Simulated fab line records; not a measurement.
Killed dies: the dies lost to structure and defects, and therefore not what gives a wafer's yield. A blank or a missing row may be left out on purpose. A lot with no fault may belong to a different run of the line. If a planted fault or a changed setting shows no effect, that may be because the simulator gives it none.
Problem report, 8D (eight disciplines) form, completed by code ; flow gf180mcu ; the parts of the form that need people (team, actions taken, sign-off) are left out

## 1. THE PROBLEM
At GF_STI_WET_ETCH_28, run_length_s averages 47.3 s over 9 wafers from 3 lots, while fault-free wafers read 67.7 s, standard deviation 2.9. Relative to the usual mean, that is a shift of -7.0 standard deviations.
The step: etches SiO2 in dHF, target depth 20 nm, time 40 s.
First seen on wafer L572.1, day 4 18:26, on wet_bench-01. The record holds 42 wafers of 14 lots with a number at this step. Rule for "out", or "out of limits": more than 4 standard deviations from the usual mean. Any other wafer with a number is counted as sound.

## 2. WHAT IT IS; WHAT IT IS NOT
question;is;is not
which readings at this step;run_length_s;-
which lots;L572, L574, L575;L560, L561, L562, L563, L564, L567, L573, L576, L578, L581, L583
which wafers of those lots;all that have a number;-
read on which tools;wet_bench-01;wet_bench-02, wet_bench-04
when;from day 4 18:26;"up to then (18 sound wafers); but 15 sound wafers of L573, L576, L578, L581, L583 came after"

## 3. SUSPECTS, AND WHAT RULES EACH OUT
Counting: any tool at a process step up to the reading is kept as a suspect provided that every lot that is out went through it and no sound lot did after the first of them.
- wet_bench-01 at GF_STI_WET_ETCH_28 (etches SiO2 in dHF, target depth 20 nm, time 40 s): kept. It ran every lot that is out, first L572 (day 4 18:26), and no sound lot after that; its last sound lot up to then is L564 (day 3 02:49). Its own run_length_s readings are out on those wafers.
Left after counting: wet_bench-01 at GF_STI_WET_ETCH_28.

## 4. THE CAUSE (what the simulator had put in)
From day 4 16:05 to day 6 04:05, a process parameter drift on wet_bench-01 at GF_STI_WET_ETCH_28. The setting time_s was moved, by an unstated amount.
Counting left only this tool.

## 5. THE EFFECT CHAIN, in route order
Each row: a reading where the mean over the struck wafers with a number is more than 3 standard deviations away from the usual. Only readings for which the record gives a usual standard deviation are gone through. hours: the time from each lot's start at the first step in this table that gives one to its start at this step, as a median over the lots. sigmas: the change in usual standard deviations.
hours;step;reading;usual;on struck wafers;change;sigmas
0;GF_STI_WET_ETCH_28;run_length_s;67.7 s;47.3;-20.4;-7.0
The process steps in it:
- GF_STI_WET_ETCH_28: etches SiO2 in dHF, target depth 20 nm, time 40 s.
Later steps that measure or inspect, where all struck wafers having a row at the step show a number for every such reading and not one has moved that far: GF_HV_LDD_THK_MEAS_55, GF_NSD_TW_MEAS_12.

## 6. WHAT WOULD HAVE CAUGHT IT SOONER
In this record no reading fell out of limits until day 4 18:26, 2 hours after the fault had begun at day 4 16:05.
